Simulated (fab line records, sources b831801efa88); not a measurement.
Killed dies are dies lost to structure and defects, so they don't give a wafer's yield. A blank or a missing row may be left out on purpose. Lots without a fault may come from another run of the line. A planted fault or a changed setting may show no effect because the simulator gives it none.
Chamber matching | flow gf180mcu | GF_V2_CVD_02 on pecvd-02: 3 sister chambers
The step deposits SiO2 from TEOS, target thk 850 nm, time 94.851 s. 6 wafers are shown with their chamber, then 7 later ones without.

WAFERS WITH THEIR CHAMBER
wafer  | chamber | heater_power_w (W) | rf_fwd_power_W (W)
L076.3 | 2       | 796                | 597.3
L085.5 | 0       | 890                | 599.1
L086.4 | 0       | 903                | 595.7
L086.5 | 2       | 801                | 598.0
L090.2 | 1       | 503                | 597.3
L090.4 | 1       | 515                | 598.5

WAFERS WITHOUT THEIR CHAMBER
wafer  | heater_power_w (W) | rf_fwd_power_W (W)
L090.6 | 877                | 597.6
L091.1 | 438                | 598.6
L091.5 | 748                | 599.4
L091.6 | 483                | 598.7
L093.2 | 854                | 594.9
L093.4 | 799                | 596.5
L093.6 | 425                | 596.3

WHICH CHAMBER EACH WENT THROUGH
wafer  | from the rows above     | in truth
L090.6 | 0                       | 0
L091.1 | 1                       | 1
L091.5 | 2                       | 2
L091.6 | 1                       | 1
L093.2 | can't be placed: 0 or 2 | 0
L093.4 | 2                       | 2
L093.6 | 1                       | 1
Placed correctly: 6 of 7. Can't be placed from these rows: 1 (the true chamber is among the candidates in 1). Placed wrongly: 0.
How it was worked out, from the rows above alone: a wafer's distance from a chamber is the root of the sum, over the readings, of the square of ((its reading less the chamber's mean) divided by the reading's scatter). The wafer belongs to the nearest chamber; if the next one is less than 2 further off, it can't be placed. A chamber's mean is the mean of its shown wafers. The scatter: the root of (the sum of the squares of (reading less its chamber's mean) over the shown wafers, divided by (wafers less chambers)).
